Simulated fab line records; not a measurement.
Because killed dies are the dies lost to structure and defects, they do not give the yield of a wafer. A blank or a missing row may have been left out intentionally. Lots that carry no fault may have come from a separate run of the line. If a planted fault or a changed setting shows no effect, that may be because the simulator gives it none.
Which tool was responsible? / flow sky130 / 72 wafers from 24 lots sampled at 6 of the route's 708 steps

== WHAT EACH GAUGE READ, for each wafer ==
SKY_VIA1_RS_MEAS_22: measures by four-point-probe. Usual: VIA1_W_RS gives 0.427 ohm/sq (standard deviation 0.0045).
lot=L075; measured=day 35 16:14; on=film metro-01; VIA1_W_RS (ohm/sq)=0.429 0.438 0.423; flag=
lot=L074; measured=day 35 23:21; on=film metro-02; VIA1_W_RS (ohm/sq)=0.425 0.424 0.427; flag=
lot=L078; measured=day 35 16:59; on=film metro-01; VIA1_W_RS (ohm/sq)=0.433 0.426 0.433; flag=
lot=L076; measured=day 35 23:21; on=film metro-01; VIA1_W_RS (ohm/sq)=0.427 0.428 0.428; flag=
lot=L077; measured=day 36 01:34; on=film metro-04; VIA1_W_RS (ohm/sq)=0.427 0.432 0.428; flag=
lot=L079; measured=day 36 11:23; on=film metro-02; VIA1_W_RS (ohm/sq)=0.426 0.428 0.424; flag=
lot=L080; measured=day 36 09:43; on=film metro-02; VIA1_W_RS (ohm/sq)=0.424 0.421 0.422; flag=
lot=L081; measured=day 36 15:13; on=film metro-04; VIA1_W_RS (ohm/sq)=0.430 0.426 0.430; flag=
lot=L082; measured=day 37 00:11; on=film metro-04; VIA1_W_RS (ohm/sq)=0.428 0.422 0.426; flag=
lot=L083; measured=day 37 09:32; on=film metro-02; VIA1_W_RS (ohm/sq)=0.424 0.430 0.423; flag=
lot=L084; measured=day 37 16:46; on=film metro-01; VIA1_W_RS (ohm/sq)=0.430 0.429 0.432; flag=
lot=L085; measured=day 37 19:22; on=film metro-02; VIA1_W_RS (ohm/sq)=0.426 0.422 0.417; flag=
lot=L086; measured=day 38 05:55; on=film metro-02; VIA1_W_RS (ohm/sq)=0.424 0.423 0.424; flag=
lot=L087; measured=day 38 10:12; on=film metro-04; VIA1_W_RS (ohm/sq)=0.427 0.430 0.429; flag=
lot=L088; measured=day 38 14:28; on=film metro-02; VIA1_W_RS (ohm/sq)=0.423 0.419 0.427; flag=
lot=L089; measured=day 38 23:53; on=film metro-04; VIA1_W_RS (ohm/sq)=0.430 0.422 0.424; flag=
lot=L090; measured=day 39 12:58; on=film metro-01; VIA1_W_RS (ohm/sq)=0.429 0.428 0.431; flag=
lot=L091; measured=day 39 13:38; on=film metro-01; VIA1_W_RS (ohm/sq)=0.419 0.427 0.418; flag=
lot=L092; measured=day 39 19:59; on=film metro-02; VIA1_W_RS (ohm/sq)=0.422 0.425 0.427; flag=
lot=L093; measured=day 40 02:38; on=film metro-04; VIA1_W_RS (ohm/sq)=0.422 0.425 0.421; flag=
lot=L094; measured=day 40 15:54; on=film metro-01; VIA1_W_RS (ohm/sq)=0.435 0.435 0.434; flag=
lot=L095; measured=day 40 21:06; on=film metro-02; VIA1_W_RS (ohm/sq)=0.423 0.419 0.417; flag=
lot=L096; measured=day 40 22:09; on=film metro-02; VIA1_W_RS (ohm/sq)=0.429 0.434 0.430; flag=
lot=L097; measured=day 41 06:31; on=film metro-01; VIA1_W_RS (ohm/sq)=0.422 0.428 0.421; flag=

== TOOL THAT RAN EACH LOT (tool first, then ch and the chambers of the sampled wafers, then the start) ==
lot=L075; SKY_FIELD_ISO_SOFTBAKE_09=litho track-02 ch 0, day 3 03:28 or earlier; SKY_FIELD_ISO_ETCH_17=rie si-02 ch 0,1,3, day 3 03:28; SKY_LI_CONTACT_STRIP_16=plasma asher-03 ch 0,1, day 30 22:25; SKY_LI_CONTACT_SPUTTER_20=pvd sputter-03, day 30 22:46; SKY_LOCAL_INTERCONNECT_METAL_ETCH_14=rie metal-01 ch 0,1, day 32 02:44
lot=L074; SKY_FIELD_ISO_SOFTBAKE_09=litho track-04 ch 0, day 3 03:49 or earlier; SKY_FIELD_ISO_ETCH_17=rie si-02 ch 1,2, day 3 03:49; SKY_LI_CONTACT_STRIP_16=plasma asher-04 ch 0,1, day 31 04:47; SKY_LI_CONTACT_SPUTTER_20=pvd sputter-04, day 31 05:10; SKY_LOCAL_INTERCONNECT_METAL_ETCH_14=rie metal-04 ch 0,1, day 32 09:28
lot=L078; SKY_FIELD_ISO_SOFTBAKE_09=litho track-02 ch 0, day 3 04:01 or earlier; SKY_FIELD_ISO_ETCH_17=rie si-01 ch 1,3, day 3 04:01; SKY_LI_CONTACT_STRIP_16=plasma asher-04 ch 0,1, day 30 23:27; SKY_LI_CONTACT_SPUTTER_20=pvd sputter-02, day 30 23:49; SKY_LOCAL_INTERCONNECT_METAL_ETCH_14=rie metal-04 ch 0,1, day 32 04:17
lot=L076; SKY_FIELD_ISO_SOFTBAKE_09=litho track-01 ch 0, day 3 04:10 or earlier; SKY_FIELD_ISO_ETCH_17=rie si-02 ch 0,1,3, day 3 04:10; SKY_LI_CONTACT_STRIP_16=plasma asher-04 ch 0,1, day 31 04:10; SKY_LI_CONTACT_SPUTTER_20=pvd sputter-02, day 31 04:34; SKY_LOCAL_INTERCONNECT_METAL_ETCH_14=rie metal-01 ch 0,1, day 32 09:14
lot=L077; SKY_FIELD_ISO_SOFTBAKE_09=litho track-04 ch 0, day 3 04:31 or earlier; SKY_FIELD_ISO_ETCH_17=rie si-01 ch 1,2,3, day 3 04:31; SKY_LI_CONTACT_STRIP_16=plasma asher-04 ch 0,1, day 31 08:35; SKY_LI_CONTACT_SPUTTER_20=pvd sputter-02, day 31 08:59; SKY_LOCAL_INTERCONNECT_METAL_ETCH_14=rie metal-02 ch 0,1, day 32 12:49
lot=L079; SKY_FIELD_ISO_SOFTBAKE_09=litho track-01 ch 0, day 3 10:49 or earlier; SKY_FIELD_ISO_ETCH_17=rie si-01 ch 1,2,3, day 3 10:49; SKY_LI_CONTACT_STRIP_16=plasma asher-02 ch 0,1, day 31 17:25; SKY_LI_CONTACT_SPUTTER_20=pvd sputter-03, day 31 17:44; SKY_LOCAL_INTERCONNECT_METAL_ETCH_14=rie metal-04 ch 0,1, day 32 21:44
lot=L080; SKY_FIELD_ISO_SOFTBAKE_09=litho track-02 ch 0, day 3 12:43 or earlier; SKY_FIELD_ISO_ETCH_17=rie si-01 ch 1,2,3, day 3 12:43; SKY_LI_CONTACT_STRIP_16=plasma asher-03 ch 0,1, day 31 16:58; SKY_LI_CONTACT_SPUTTER_20=pvd sputter-02, day 31 17:20; SKY_LOCAL_INTERCONNECT_METAL_ETCH_14=rie metal-01 ch 0,1, day 32 20:57
lot=L081; SKY_FIELD_ISO_SOFTBAKE_09=litho track-01 ch 0, day 3 17:36 or earlier; SKY_FIELD_ISO_ETCH_17=rie si-01 ch 1,2,3, day 3 17:36; SKY_LI_CONTACT_STRIP_16=plasma asher-02 ch 0,1, day 31 21:40; SKY_LI_CONTACT_SPUTTER_20=pvd sputter-04, day 31 22:02; SKY_LOCAL_INTERCONNECT_METAL_ETCH_14=rie metal-01 ch 0,1, day 33 01:44
lot=L082; SKY_FIELD_ISO_SOFTBAKE_09=litho track-01 ch 0, day 3 21:04 or earlier; SKY_FIELD_ISO_ETCH_17=rie si-02 ch 0,1,3, day 3 21:04; SKY_LI_CONTACT_STRIP_16=plasma asher-04 ch 0,1, day 32 06:43; SKY_LI_CONTACT_SPUTTER_20=pvd sputter-02, day 32 07:05; SKY_LOCAL_INTERCONNECT_METAL_ETCH_14=rie metal-01 ch 0,1, day 33 10:32
lot=L083; SKY_FIELD_ISO_SOFTBAKE_09=litho track-01 ch 0, day 4 04:04 or earlier; SKY_FIELD_ISO_ETCH_17=rie si-02 ch 0,2,3, day 4 04:04; SKY_LI_CONTACT_STRIP_16=plasma asher-03 ch 0,1, day 32 18:19; SKY_LI_CONTACT_SPUTTER_20=pvd sputter-03, day 32 18:40; SKY_LOCAL_INTERCONNECT_METAL_ETCH_14=rie metal-02 ch 0,1, day 33 22:02
lot=L084; SKY_FIELD_ISO_SOFTBAKE_09=litho track-02 ch 0, day 4 09:04 or earlier; SKY_FIELD_ISO_ETCH_17=rie si-01 ch 0,1,2, day 4 09:04; SKY_LI_CONTACT_STRIP_16=plasma asher-04 ch 0,1, day 33 01:55; SKY_LI_CONTACT_SPUTTER_20=pvd sputter-03, day 33 02:17; SKY_LOCAL_INTERCONNECT_METAL_ETCH_14=rie metal-02 ch 0,1, day 34 05:53
lot=L085; SKY_FIELD_ISO_SOFTBAKE_09=litho track-01 ch 0, day 4 16:25 or earlier; SKY_FIELD_ISO_ETCH_17=rie si-02 ch 1,2, day 4 16:25; SKY_LI_CONTACT_STRIP_16=plasma asher-02 ch 0,1, day 33 03:20; SKY_LI_CONTACT_SPUTTER_20=pvd sputter-04, day 33 03:53; SKY_LOCAL_INTERCONNECT_METAL_ETCH_14=rie metal-04 ch 0,1, day 34 06:58
lot=L086; SKY_FIELD_ISO_SOFTBAKE_09=litho track-01 ch 0, day 4 19:37 or earlier; SKY_FIELD_ISO_ETCH_17=rie si-01 ch 1,3, day 4 19:37; SKY_LI_CONTACT_STRIP_16=plasma asher-04 ch 0, day 33 13:57; SKY_LI_CONTACT_SPUTTER_20=pvd sputter-03, day 33 14:19; SKY_LOCAL_INTERCONNECT_METAL_ETCH_14=rie metal-02 ch 0,1, day 34 18:08
lot=L087; SKY_FIELD_ISO_SOFTBAKE_09=litho track-01 ch 0, day 5 00:19 or earlier; SKY_FIELD_ISO_ETCH_17=rie si-02 ch 0,1,2, day 5 00:19; SKY_LI_CONTACT_STRIP_16=plasma asher-03 ch 0,1, day 33 18:46; SKY_LI_CONTACT_SPUTTER_20=pvd sputter-03, day 33 19:05; SKY_LOCAL_INTERCONNECT_METAL_ETCH_14=rie metal-01 ch 0,1, day 34 22:53
lot=L088; SKY_FIELD_ISO_SOFTBAKE_09=litho track-01 ch 0, day 5 07:43 or earlier; SKY_FIELD_ISO_ETCH_17=rie si-01 ch 0,1, day 5 07:43; SKY_LI_CONTACT_STRIP_16=plasma asher-04 ch 0,1, day 33 23:52; SKY_LI_CONTACT_SPUTTER_20=pvd sputter-03, day 34 00:14; SKY_LOCAL_INTERCONNECT_METAL_ETCH_14=rie metal-02 ch 0,1, day 35 04:51
lot=L089; SKY_FIELD_ISO_SOFTBAKE_09=litho track-04 ch 0, day 5 10:34 or earlier; SKY_FIELD_ISO_ETCH_17=rie si-02 ch 0,2,3, day 5 10:34; SKY_LI_CONTACT_STRIP_16=plasma asher-03 ch 0,1, day 34 10:10; SKY_LI_CONTACT_SPUTTER_20=pvd sputter-03, day 34 10:32; SKY_LOCAL_INTERCONNECT_METAL_ETCH_14=rie metal-02 ch 0,1, day 35 13:28
lot=L090; SKY_FIELD_ISO_SOFTBAKE_09=litho track-01 ch 0, day 5 16:13 or earlier; SKY_FIELD_ISO_ETCH_17=rie si-01 ch 0,2,3, day 5 16:13; SKY_LI_CONTACT_STRIP_16=plasma asher-02 ch 0,1, day 34 20:01; SKY_LI_CONTACT_SPUTTER_20=pvd sputter-02, day 34 20:25; SKY_LOCAL_INTERCONNECT_METAL_ETCH_14=rie metal-02 ch 0,1, day 35 23:22
lot=L091; SKY_FIELD_ISO_SOFTBAKE_09=litho track-04 ch 0, day 5 21:52 or earlier; SKY_FIELD_ISO_ETCH_17=rie si-01 ch 0,1,2, day 5 21:52; SKY_LI_CONTACT_STRIP_16=plasma asher-04 ch 0,1, day 35 00:41; SKY_LI_CONTACT_SPUTTER_20=pvd sputter-02, day 35 01:05; SKY_LOCAL_INTERCONNECT_METAL_ETCH_14=rie metal-02 ch 0,1, day 36 04:02
lot=L092; SKY_FIELD_ISO_SOFTBAKE_09=litho track-04 ch 0, day 6 03:07 or earlier; SKY_FIELD_ISO_ETCH_17=rie si-01 ch 0,2,3, day 6 03:07; SKY_LI_CONTACT_STRIP_16=plasma asher-02 ch 0,1, day 35 09:08; SKY_LI_CONTACT_SPUTTER_20=pvd sputter-02, day 35 09:31; SKY_LOCAL_INTERCONNECT_METAL_ETCH_14=rie metal-01 ch 0,1, day 36 11:47
lot=L093; SKY_FIELD_ISO_SOFTBAKE_09=litho track-02 ch 0, day 6 08:28 or earlier; SKY_FIELD_ISO_ETCH_17=rie si-01 ch 0,2,3, day 6 08:28; SKY_LI_CONTACT_STRIP_16=plasma asher-02 ch 0,1, day 35 15:58; SKY_LI_CONTACT_SPUTTER_20=pvd sputter-04, day 35 16:20; SKY_LOCAL_INTERCONNECT_METAL_ETCH_14=rie metal-02 ch 0,1, day 36 19:22
lot=L094; SKY_FIELD_ISO_SOFTBAKE_09=litho track-04 ch 0, day 6 14:25 or earlier; SKY_FIELD_ISO_ETCH_17=rie si-02 ch 0,2,3, day 6 14:25; SKY_LI_CONTACT_STRIP_16=plasma asher-04 ch 0,1, day 36 03:59; SKY_LI_CONTACT_SPUTTER_20=pvd sputter-04, day 36 04:22; SKY_LOCAL_INTERCONNECT_METAL_ETCH_14=rie metal-01 ch 1, day 37 07:56
lot=L095; SKY_FIELD_ISO_SOFTBAKE_09=litho track-01 ch 0, day 6 18:43 or earlier; SKY_FIELD_ISO_ETCH_17=rie si-01 ch 1,2,3, day 6 18:43; SKY_LI_CONTACT_STRIP_16=plasma asher-03 ch 0,1, day 36 09:28; SKY_LI_CONTACT_SPUTTER_20=pvd sputter-03, day 36 09:50; SKY_LOCAL_INTERCONNECT_METAL_ETCH_14=rie metal-01 ch 0,1, day 37 12:50
lot=L096; SKY_FIELD_ISO_SOFTBAKE_09=litho track-04 ch 0, day 6 23:13 or earlier; SKY_FIELD_ISO_ETCH_17=rie si-02 ch 0,1,2, day 6 23:13; SKY_LI_CONTACT_STRIP_16=plasma asher-04 ch 0,1, day 36 11:11; SKY_LI_CONTACT_SPUTTER_20=pvd sputter-03, day 36 11:34; SKY_LOCAL_INTERCONNECT_METAL_ETCH_14=rie metal-02 ch 0,1, day 37 14:47
lot=L097; SKY_FIELD_ISO_SOFTBAKE_09=litho track-04 ch 0, day 7 05:46 or earlier; SKY_FIELD_ISO_ETCH_17=rie si-01 ch 0,2,3, day 7 05:46; SKY_LI_CONTACT_STRIP_16=plasma asher-02 ch 0,1, day 36 20:16; SKY_LI_CONTACT_SPUTTER_20=pvd sputter-03, day 36 20:40; SKY_LOCAL_INTERCONNECT_METAL_ETCH_14=rie metal-01 ch 0, day 37 23:37
- SKY_FIELD_ISO_SOFTBAKE_09: time 92.87 s.
- SKY_FIELD_ISO_ETCH_17: etches Si in HBr/Cl2/O2, target depth 342 nm, time 97.7 s.
- SKY_LI_CONTACT_STRIP_16: strips in O2/N2.
- SKY_LI_CONTACT_SPUTTER_20: material TiN, target thk 20 nm, time 80 s.
- SKY_LOCAL_INTERCONNECT_METAL_ETCH_14: etches TiN in Cl2/BCl3, stops on PSG, target depth 110 nm, time 31.4 s.

== WHAT THE TOOLS THEMSELVES READ (means of the sampled wafers that have a number; where no wafer has one, the mark that the record gives instead) ==
SKY_FIELD_ISO_SOFTBAKE_09. Usual: plate sensor t centre C 100.88 C, standard deviation 0.01; plate sensor t edge C 100.95 C, standard deviation 0.011.
lot=L075; tool=litho track-02; plate sensor t centre C (C)=100.88; plate sensor t edge C (C)=100.95; flag=
lot=L074; tool=litho track-04; plate sensor t centre C (C)=100.88; plate sensor t edge C (C)=100.95; flag=
lot=L078; tool=litho track-02; plate sensor t centre C (C)=100.89; plate sensor t edge C (C)=100.96; flag=
lot=L076; tool=litho track-01; plate sensor t centre C (C)=100.89; plate sensor t edge C (C)=100.95; flag=
lot=L077; tool=litho track-04; plate sensor t centre C (C)=100.88; plate sensor t edge C (C)=100.94; flag=
lot=L079; tool=litho track-01; plate sensor t centre C (C)=100.88; plate sensor t edge C (C)=100.95; flag=
lot=L080; tool=litho track-02; plate sensor t centre C (C)=100.88; plate sensor t edge C (C)=100.96; flag=
lot=L081; tool=litho track-01; plate sensor t centre C (C)=100.88; plate sensor t edge C (C)=100.96; flag=
lot=L082; tool=litho track-01; plate sensor t centre C (C)=100.88; plate sensor t edge C (C)=100.95; flag=
lot=L083; tool=litho track-01; plate sensor t centre C (C)=100.88; plate sensor t edge C (C)=100.96; flag=
lot=L084; tool=litho track-02; plate sensor t centre C (C)=100.89; plate sensor t edge C (C)=100.95; flag=
lot=L085; tool=litho track-01; plate sensor t centre C (C)=100.88; plate sensor t edge C (C)=100.96; flag=
lot=L086; tool=litho track-01; plate sensor t centre C (C)=100.88; plate sensor t edge C (C)=100.96; flag=
lot=L087; tool=litho track-01; plate sensor t centre C (C)=100.89; plate sensor t edge C (C)=100.96; flag=
lot=L088; tool=litho track-01; plate sensor t centre C (C)=100.88; plate sensor t edge C (C)=100.96; flag=
lot=L089; tool=litho track-04; plate sensor t centre C (C)=100.88; plate sensor t edge C (C)=100.94; flag=
lot=L090; tool=litho track-01; plate sensor t centre C (C)=100.88; plate sensor t edge C (C)=100.95; flag=
lot=L091; tool=litho track-04; plate sensor t centre C (C)=100.88; plate sensor t edge C (C)=100.95; flag=
lot=L092; tool=litho track-04; plate sensor t centre C (C)=100.87; plate sensor t edge C (C)=100.96; flag=
lot=L093; tool=litho track-02; plate sensor t centre C (C)=100.88; plate sensor t edge C (C)=100.96; flag=
lot=L094; tool=litho track-04; plate sensor t centre C (C)=100.87; plate sensor t edge C (C)=100.97; flag=
lot=L095; tool=litho track-01; plate sensor t centre C (C)=100.88; plate sensor t edge C (C)=100.95; flag=
lot=L096; tool=litho track-04; plate sensor t centre C (C)=100.88; plate sensor t edge C (C)=100.95; flag=
lot=L097; tool=litho track-04; plate sensor t centre C (C)=100.88; plate sensor t edge C (C)=100.96; flag=

SKY_FIELD_ISO_ETCH_17. Usual: drypump motor current A 5.7 A, standard deviation 0.45; oes product au 1.000 a.u., standard deviation 0.011; throttle valve pct 25.656 %, standard deviation 0.011.
lot=L075; tool=rie si-02; drypump motor current A (A)=5.6; oes product au (a.u.)=0.996; throttle valve pct (%)=25.650; flag=
lot=L074; tool=rie si-02; drypump motor current A (A)=5.4; oes product au (a.u.)=1.004; throttle valve pct (%)=25.647; flag=
lot=L078; tool=rie si-01; drypump motor current A (A)=5.9; oes product au (a.u.)=1.002; throttle valve pct (%)=25.653; flag=
lot=L076; tool=rie si-02; drypump motor current A (A)=5.7; oes product au (a.u.)=0.999; throttle valve pct (%)=25.654; flag=
lot=L077; tool=rie si-01; drypump motor current A (A)=6.0; oes product au (a.u.)=1.001; throttle valve pct (%)=25.660; flag=
lot=L079; tool=rie si-01; drypump motor current A (A)=6.0; oes product au (a.u.)=0.994; throttle valve pct (%)=25.663; flag=
lot=L080; tool=rie si-01; drypump motor current A (A)=6.0; oes product au (a.u.)=0.992; throttle valve pct (%)=25.665; flag=
lot=L081; tool=rie si-01; drypump motor current A (A)=5.9; oes product au (a.u.)=0.995; throttle valve pct (%)=25.666; flag=
lot=L082; tool=rie si-02; drypump motor current A (A)=5.7; oes product au (a.u.)=1.001; throttle valve pct (%)=25.650; flag=
lot=L083; tool=rie si-02; drypump motor current A (A)=5.8; oes product au (a.u.)=1.003; throttle valve pct (%)=25.648; flag=
lot=L084; tool=rie si-01; drypump motor current A (A)=5.5; oes product au (a.u.)=1.006; throttle valve pct (%)=25.657; flag=
lot=L085; tool=rie si-02; drypump motor current A (A)=5.3; oes product au (a.u.)=0.989; throttle valve pct (%)=25.658; flag=
lot=L086; tool=rie si-01; drypump motor current A (A)=6.1; oes product au (a.u.)=0.997; throttle valve pct (%)=25.655; flag=
lot=L087; tool=rie si-02; drypump motor current A (A)=5.6; oes product au (a.u.)=0.996; throttle valve pct (%)=25.661; flag=
lot=L088; tool=rie si-01; drypump motor current A (A)=5.4; oes product au (a.u.)=1.011; throttle valve pct (%)=25.650; flag=
lot=L089; tool=rie si-02; drypump motor current A (A)=5.8; oes product au (a.u.)=1.009; throttle valve pct (%)=25.648; flag=
lot=L090; tool=rie si-01; drypump motor current A (A)=5.7; oes product au (a.u.)=0.996; throttle valve pct (%)=25.648; flag=
lot=L091; tool=rie si-01; drypump motor current A (A)=5.5; oes product au (a.u.)=1.006; throttle valve pct (%)=25.652; flag=
lot=L092; tool=rie si-01; drypump motor current A (A)=5.8; oes product au (a.u.)=1.001; throttle valve pct (%)=25.653; flag=
lot=L093; tool=rie si-01; drypump motor current A (A)=5.7; oes product au (a.u.)=0.993; throttle valve pct (%)=25.662; flag=
lot=L094; tool=rie si-02; drypump motor current A (A)=5.8; oes product au (a.u.)=1.004; throttle valve pct (%)=25.655; flag=
lot=L095; tool=rie si-01; drypump motor current A (A)=5.9; oes product au (a.u.)=0.995; throttle valve pct (%)=25.660; flag=
lot=L096; tool=rie si-02; drypump motor current A (A)=5.6; oes product au (a.u.)=1.000; throttle valve pct (%)=25.646; flag=
lot=L097; tool=rie si-01; drypump motor current A (A)=5.7; oes product au (a.u.)=0.999; throttle valve pct (%)=25.654; flag=

SKY_LI_CONTACT_STRIP_16. Usual: drypump motor current A 6.1 A, standard deviation 0.52; oes product au 0.376 a.u., standard deviation 0.0054; strip time to endpoint s 3.49 s, standard deviation 0.04.
lot=L075; tool=plasma asher-03; drypump motor current A (A)=5.6; oes product au (a.u.)=0.364; strip time to endpoint s (s)=3.45; flag=
lot=L074; tool=plasma asher-04; drypump motor current A (A)=6.6; oes product au (a.u.)=0.377; strip time to endpoint s (s)=3.55; flag=
lot=L078; tool=plasma asher-04; drypump motor current A (A)=6.6; oes product au (a.u.)=0.381; strip time to endpoint s (s)=3.53; flag=
lot=L076; tool=plasma asher-04; drypump motor current A (A)=6.5; oes product au (a.u.)=0.376; strip time to endpoint s (s)=3.50; flag=
lot=L077; tool=plasma asher-04; drypump motor current A (A)=6.6; oes product au (a.u.)=0.376; strip time to endpoint s (s)=3.49; flag=
lot=L079; tool=plasma asher-02; drypump motor current A (A)=5.8; oes product au (a.u.)=0.379; strip time to endpoint s (s)=3.53; flag=
lot=L080; tool=plasma asher-03; drypump motor current A (A)=5.5; oes product au (a.u.)=0.373; strip time to endpoint s (s)=3.49; flag=
lot=L081; tool=plasma asher-02; drypump motor current A (A)=5.9; oes product au (a.u.)=0.374; strip time to endpoint s (s)=3.48; flag=
lot=L082; tool=plasma asher-04; drypump motor current A (A)=6.6; oes product au (a.u.)=0.375; strip time to endpoint s (s)=3.46; flag=
lot=L083; tool=plasma asher-03; drypump motor current A (A)=5.6; oes product au (a.u.)=0.373; strip time to endpoint s (s)=3.48; flag=
lot=L084; tool=plasma asher-04; drypump motor current A (A)=6.5; oes product au (a.u.)=0.378; strip time to endpoint s (s)=3.48; flag=
lot=L085; tool=plasma asher-02; drypump motor current A (A)=5.8; oes product au (a.u.)=0.377; strip time to endpoint s (s)=3.52; flag=
lot=L086; tool=plasma asher-04; drypump motor current A (A)=6.3; oes product au (a.u.)=0.373; strip time to endpoint s (s)=3.49; flag=
lot=L087; tool=plasma asher-03; drypump motor current A (A)=5.5; oes product au (a.u.)=0.375; strip time to endpoint s (s)=3.44; flag=
lot=L088; tool=plasma asher-04; drypump motor current A (A)=6.6; oes product au (a.u.)=0.372; strip time to endpoint s (s)=3.52; flag=
lot=L089; tool=plasma asher-03; drypump motor current A (A)=5.6; oes product au (a.u.)=0.373; strip time to endpoint s (s)=3.51; flag=
lot=L090; tool=plasma asher-02; drypump motor current A (A)=5.6; oes product au (a.u.)=0.375; strip time to endpoint s (s)=3.50; flag=
lot=L091; tool=plasma asher-04; drypump motor current A (A)=6.5; oes product au (a.u.)=0.380; strip time to endpoint s (s)=3.50; flag=
lot=L092; tool=plasma asher-02; drypump motor current A (A)=5.9; oes product au (a.u.)=0.375; strip time to endpoint s (s)=3.50; flag=
lot=L093; tool=plasma asher-02; drypump motor current A (A)=5.6; oes product au (a.u.)=0.373; strip time to endpoint s (s)=3.47; flag=
lot=L094; tool=plasma asher-04; drypump motor current A (A)=6.6; oes product au (a.u.)=0.377; strip time to endpoint s (s)=3.54; flag=
lot=L095; tool=plasma asher-03; drypump motor current A (A)=5.5; oes product au (a.u.)=0.376; strip time to endpoint s (s)=3.50; flag=
lot=L096; tool=plasma asher-04; drypump motor current A (A)=6.6; oes product au (a.u.)=0.377; strip time to endpoint s (s)=3.54; flag=
lot=L097; tool=plasma asher-02; drypump motor current A (A)=5.6; oes product au (a.u.)=0.375; strip time to endpoint s (s)=3.55; flag=

SKY_LI_CONTACT_SPUTTER_20. Usual: throttle valve pct 30.0 %, standard deviation 1.2.
lot=L075; tool=pvd sputter-03; throttle valve pct (%)=30.8; flag=
lot=L074; tool=pvd sputter-04; throttle valve pct (%)=29.9; flag=
lot=L078; tool=pvd sputter-02; throttle valve pct (%)=29.6; flag=
lot=L076; tool=pvd sputter-02; throttle valve pct (%)=29.4; flag=
lot=L077; tool=pvd sputter-02; throttle valve pct (%)=30.4; flag=
lot=L079; tool=pvd sputter-03; throttle valve pct (%)=29.4; flag=
lot=L080; tool=pvd sputter-02; throttle valve pct (%)=30.4; flag=
lot=L081; tool=pvd sputter-04; throttle valve pct (%)=30.4; flag=
lot=L082; tool=pvd sputter-02; throttle valve pct (%)=30.7; flag=
lot=L083; tool=pvd sputter-03; throttle valve pct (%)=31.0; flag=
lot=L084; tool=pvd sputter-03; throttle valve pct (%)=29.2; flag=
lot=L085; tool=pvd sputter-04; throttle valve pct (%)=30.5; flag=
lot=L086; tool=pvd sputter-03; throttle valve pct (%)=28.9; flag=
lot=L087; tool=pvd sputter-03; throttle valve pct (%)=29.5; flag=
lot=L088; tool=pvd sputter-03; throttle valve pct (%)=30.1; flag=
lot=L089; tool=pvd sputter-03; throttle valve pct (%)=30.4; flag=
lot=L090; tool=pvd sputter-02; throttle valve pct (%)=30.1; flag=
lot=L091; tool=pvd sputter-02; throttle valve pct (%)=30.0; flag=
lot=L092; tool=pvd sputter-02; throttle valve pct (%)=29.7; flag=
lot=L093; tool=pvd sputter-04; throttle valve pct (%)=29.4; flag=
lot=L094; tool=pvd sputter-04; throttle valve pct (%)=30.4; flag=
lot=L095; tool=pvd sputter-03; throttle valve pct (%)=29.5; flag=
lot=L096; tool=pvd sputter-03; throttle valve pct (%)=29.2; flag=
lot=L097; tool=pvd sputter-03; throttle valve pct (%)=29.9; flag=

SKY_LOCAL_INTERCONNECT_METAL_ETCH_14. Usual: drypump motor current A 6.0 A, standard deviation 0.32; oes product au 0.941 a.u., standard deviation 0.007; throttle valve pct 21.902 %, standard deviation 0.0099.
lot=L075; tool=rie metal-01; drypump motor current A (A)=6.3; oes product au (a.u.)=0.948; throttle valve pct (%)=21.892; flag=
lot=L074; tool=rie metal-04; drypump motor current A (A)=5.8; oes product au (a.u.)=0.945; throttle valve pct (%)=21.897; flag=
lot=L078; tool=rie metal-04; drypump motor current A (A)=5.8; oes product au (a.u.)=0.951; throttle valve pct (%)=21.897; flag=
lot=L076; tool=rie metal-01; drypump motor current A (A)=6.3; oes product au (a.u.)=0.942; throttle valve pct (%)=21.905; flag=
lot=L077; tool=rie metal-02; drypump motor current A (A)=5.7; oes product au (a.u.)=0.938; throttle valve pct (%)=21.905; flag=
lot=L079; tool=rie metal-04; drypump motor current A (A)=5.9; oes product au (a.u.)=0.942; throttle valve pct (%)=21.897; flag=
lot=L080; tool=rie metal-01; drypump motor current A (A)=6.3; oes product au (a.u.)=0.939; throttle valve pct (%)=21.894; flag=
lot=L081; tool=rie metal-01; drypump motor current A (A)=6.3; oes product au (a.u.)=0.944; throttle valve pct (%)=21.907; flag=
lot=L082; tool=rie metal-01; drypump motor current A (A)=6.3; oes product au (a.u.)=0.939; throttle valve pct (%)=21.902; flag=
lot=L083; tool=rie metal-02; drypump motor current A (A)=5.7; oes product au (a.u.)=0.948; throttle valve pct (%)=21.902; flag=
lot=L084; tool=rie metal-02; drypump motor current A (A)=5.6; oes product au (a.u.)=0.935; throttle valve pct (%)=21.903; flag=
lot=L085; tool=rie metal-04; drypump motor current A (A)=5.9; oes product au (a.u.)=0.940; throttle valve pct (%)=21.905; flag=
lot=L086; tool=rie metal-02; drypump motor current A (A)=5.6; oes product au (a.u.)=0.944; throttle valve pct (%)=21.901; flag=
lot=L087; tool=rie metal-01; drypump motor current A (A)=6.3; oes product au (a.u.)=0.940; throttle valve pct (%)=21.907; flag=
lot=L088; tool=rie metal-02; drypump motor current A (A)=5.6; oes product au (a.u.)=0.939; throttle valve pct (%)=21.902; flag=
lot=L089; tool=rie metal-02; drypump motor current A (A)=5.7; oes product au (a.u.)=0.945; throttle valve pct (%)=21.903; flag=
lot=L090; tool=rie metal-02; drypump motor current A (A)=5.7; oes product au (a.u.)=0.937; throttle valve pct (%)=21.909; flag=
lot=L091; tool=rie metal-02; drypump motor current A (A)=5.6; oes product au (a.u.)=0.943; throttle valve pct (%)=21.903; flag=
lot=L092; tool=rie metal-01; drypump motor current A (A)=6.4; oes product au (a.u.)=0.939; throttle valve pct (%)=21.900; flag=
lot=L093; tool=rie metal-02; drypump motor current A (A)=5.6; oes product au (a.u.)=0.930; throttle valve pct (%)=21.900; flag=
lot=L094; tool=rie metal-01; drypump motor current A (A)=6.2; oes product au (a.u.)=0.941; throttle valve pct (%)=21.916; flag=
lot=L095; tool=rie metal-01; drypump motor current A (A)=6.3; oes product au (a.u.)=0.940; throttle valve pct (%)=21.907; flag=
lot=L096; tool=rie metal-02; drypump motor current A (A)=5.6; oes product au (a.u.)=0.942; throttle valve pct (%)=21.895; flag=
lot=L097; tool=rie metal-01; drypump motor current A (A)=6.4; oes product au (a.u.)=0.932; throttle valve pct (%)=21.908; flag=

== THE ANSWER, worked out from the rows above alone ==
Rule: take the mean of a lot's wafers that have a number; if it is more than 3 standard deviations from the usual mean, the lot is off. Also off: a lot with no number at a reading for which 4 or more lots have one. All remaining lots with rows at the step are treated as sound. After the gauges, taken in route order, come the tools' own readings; for these a lot's mean is taken, as printed above. At the first step where some lot is off, the reading lying furthest off is the one used; lots without a number count as furthest.
Nothing can be told from this: no lot is off at any reading shown.

== WHAT THE SIMULATOR HAD PUT IN ==
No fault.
